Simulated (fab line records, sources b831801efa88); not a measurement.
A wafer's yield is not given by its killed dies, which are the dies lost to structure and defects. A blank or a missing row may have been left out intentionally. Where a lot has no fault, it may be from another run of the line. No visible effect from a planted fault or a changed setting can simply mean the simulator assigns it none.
Which of the tools did it? | flow sky130 | Sampling: 12 lots, 36 wafers, 4 of 708 route steps

== WHAT EACH GAUGE READ, for each wafer ==
SKY_LDD_P_OVL_MEAS_08. Usual: LDD_P_OVL typically reads -0.1 nm, with standard deviation 1.3.
lot  | measured     | on         | LDD_P_OVL (nm) | flag
L567 | day 19 13:20 | overlay-01 | 0.9 1.4 2.4    |
L570 | day 20 18:56 | overlay-01 | -0.8 -0.7 0.4  |
L571 | day 21 07:08 | overlay-02 | -3.2 -0.9 0.7  |
L573 | day 21 11:53 | overlay-02 | 0.1 -1.2 -0.4  |
L574 | day 22 03:38 | overlay-01 | -1.0 -1.2 0.4  |
L575 | day 22 11:31 | overlay-01 | 2.6 2.9 0.6    |
L576 | day 22 20:06 | overlay-02 | -1.5 -1.2 -1.5 |
L577 | day 22 19:58 | overlay-02 | 1.0 -1.6 -1.8  |
L578 | day 23 07:04 | overlay-01 | -0.9 -2.0 -0.2 |
L581 | day 24 09:52 | overlay-02 | 0.7 0.4 1.3    |
L586 | day 26 03:37 | overlay-02 | 1.0 0.4 1.3    |
L588 | day 26 22:34 | overlay-02 | -1.8 -1.1 -0.4 |

SKY_LDD_LDN_OVL_MEAS_07. Usual: LDD_LDN_OVL typically reads -1.0 nm, with standard deviation 1.3.
lot  | measured     | on         | LDD_LDN_OVL (nm) | flag
L567 | day 23 08:27 | overlay-02 | 1.1 1.0 -0.2     |
L570 | day 24 14:40 | overlay-02 | 2.0 -1.4 0.6     |
L571 | day 25 00:57 | overlay-01 | -0.4 -0.4 -0.3   |
L573 | day 25 05:48 | overlay-02 | 0.4 -1.7 -0.9    |
L574 | day 25 21:08 | overlay-01 | 43.3 43.2 42.0   | OFF
L575 | day 26 05:19 | overlay-02 | 44.8 43.7 44.9   | OFF
L576 | day 26 13:15 | overlay-01 | 42.6 43.6 41.9   | OFF
L577 | day 26 12:57 | overlay-02 | 43.6 45.3 44.6   | OFF
L578 | day 26 23:07 | overlay-02 | -1.7 -1.5 -2.3   |
L581 | day 28 01:42 | overlay-02 | -2.1 -2.3 -2.4   |
L586 | day 29 16:57 | overlay-01 | -0.8 -0.9 -3.4   |
L588 | day 30 10:51 | overlay-01 | -1.5 -2.7 -2.0   |

== WHAT TOOL EACH LOT RAN ON (gives the tool, then ch and the chambers of the sampled wafers, and finally the start) ==
lot  | SKY_GATE_OXIDE_STRIP_13              | SKY_LDD_LDN_EXPOSE_04
L567 | plasma-asher-01 ch 0,1, day 14 06:25 | iline-stepper-01 ch 0, day 22 17:00
L570 | plasma-asher-03 ch 0,1, day 15 12:17 | iline-stepper-01 ch 0, day 23 23:33
L571 | plasma-asher-04 ch 0,1, day 15 23:11 | iline-stepper-01 ch 0, day 24 11:18
L573 | plasma-asher-03 ch 0,1, day 16 03:44 | iline-stepper-01 ch 0, day 24 15:43
L574 | plasma-asher-01 ch 0,1, day 16 19:32 | iline-stepper-01 ch 0, day 25 06:44
L575 | plasma-asher-04 ch 0,1, day 16 23:32 | iline-stepper-01 ch 0, day 25 15:09
L576 | plasma-asher-04 ch 0,1, day 17 05:08 | iline-stepper-01 ch 0, day 25 22:58
L577 | plasma-asher-01 ch 0,1, day 17 05:26 | iline-stepper-01 ch 0, day 25 22:51
L578 | plasma-asher-01 ch 0,1, day 17 18:29 | iline-stepper-02 ch 0, day 26 08:20
L581 | plasma-asher-01 ch 0,1, day 19 00:17 | iline-stepper-02 ch 0, day 27 11:43
L586 | plasma-asher-03 ch 0,1, day 20 18:49 | iline-stepper-02 ch 0, day 29 02:38
L588 | plasma-asher-04 ch 0,1, day 21 17:34 | iline-stepper-02 ch 0, day 29 21:39
- SKY_GATE_OXIDE_STRIP_13: strips in O2/N2.
- SKY_LDD_LDN_EXPOSE_04: exposes mask LDNTM, target cd 700 nm.

== WHAT THE TOOLS THEMSELVES READ (means of the sampled wafers that have a number; where no wafer has one, the mark that the record gives instead) ==
SKY_GATE_OXIDE_STRIP_13. Usual: drypump-motor-current-A 6.0 A, standard deviation 0.45; oes-product-au 0.715 a.u., standard deviation 0.0051; strip-time-to-endpoint-s 14.17 s, standard deviation 0.034.
lot  | tool            | drypump-motor-current-A (A) | oes-product-au (a.u.) | strip-time-to-endpoint-s (s) | flag
L567 | plasma-asher-01 | 5.4                         | 0.715                 | 14.16                        |
L570 | plasma-asher-03 | 6.3                         | 0.714                 | 14.18                        |
L571 | plasma-asher-04 | 6.2                         | 0.710                 | 14.17                        |
L573 | plasma-asher-03 | 6.2                         | 0.718                 | 14.18                        |
L574 | plasma-asher-01 | 5.4                         | 0.720                 | 14.19                        |
L575 | plasma-asher-04 | 6.2                         | 0.718                 | 14.15                        |
L576 | plasma-asher-04 | 6.0                         | 0.715                 | 14.19                        |
L577 | plasma-asher-01 | 5.7                         | 0.711                 | 14.10                        |
L578 | plasma-asher-01 | 5.4                         | 0.717                 | 14.18                        |
L581 | plasma-asher-01 | 5.8                         | 0.719                 | 14.15                        |
L586 | plasma-asher-03 | 6.2                         | 0.712                 | 14.16                        |
L588 | plasma-asher-04 | 6.2                         | 0.712                 | 14.20                        |

== THE ANSWER, worked out from the rows above alone ==
Rule: take the mean of a lot's wafers that have a number; if it is more than 3 standard deviations from the usual mean, the lot is off. Also off: a lot with no number at a reading for which 4 or more lots have one. Any other lot the step has rows for is counted as sound. Order of review: gauges by route order, followed by the tools' own readings, for which a lot's mean as printed above is used. The first step at which some lot is off is used, and at that step the reading that is off furthest; a lot without a number counts as furthest.
Off: L574, L575, L576, L577, at SKY_LDD_LDN_OVL_MEAS_07 (LDD_LDN_OVL).
A tool fits if, at a process step before that reading, it ran every lot that is off, and no sound lot after the first of them. Gauges at SKY_LDD_LDN_OVL_MEAS_07: tried the same way as those tools. One fits: iline-stepper-01 at SKY_LDD_LDN_EXPOSE_04. Its last sound lot is L573 (day 24 15:43), its first lot that is off L574 (day 25 06:44): a fault that began between those two fits.

== WHAT WAS PUT IN BY THE SIMULATOR ==
Scanner matching overlay: iline-stepper-01, from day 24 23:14 on, at SKY_LDD_LDN_EXPOSE_04. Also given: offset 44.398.
Struck lots among those shown: L574, L575, L577, L576. The rule above found the same.
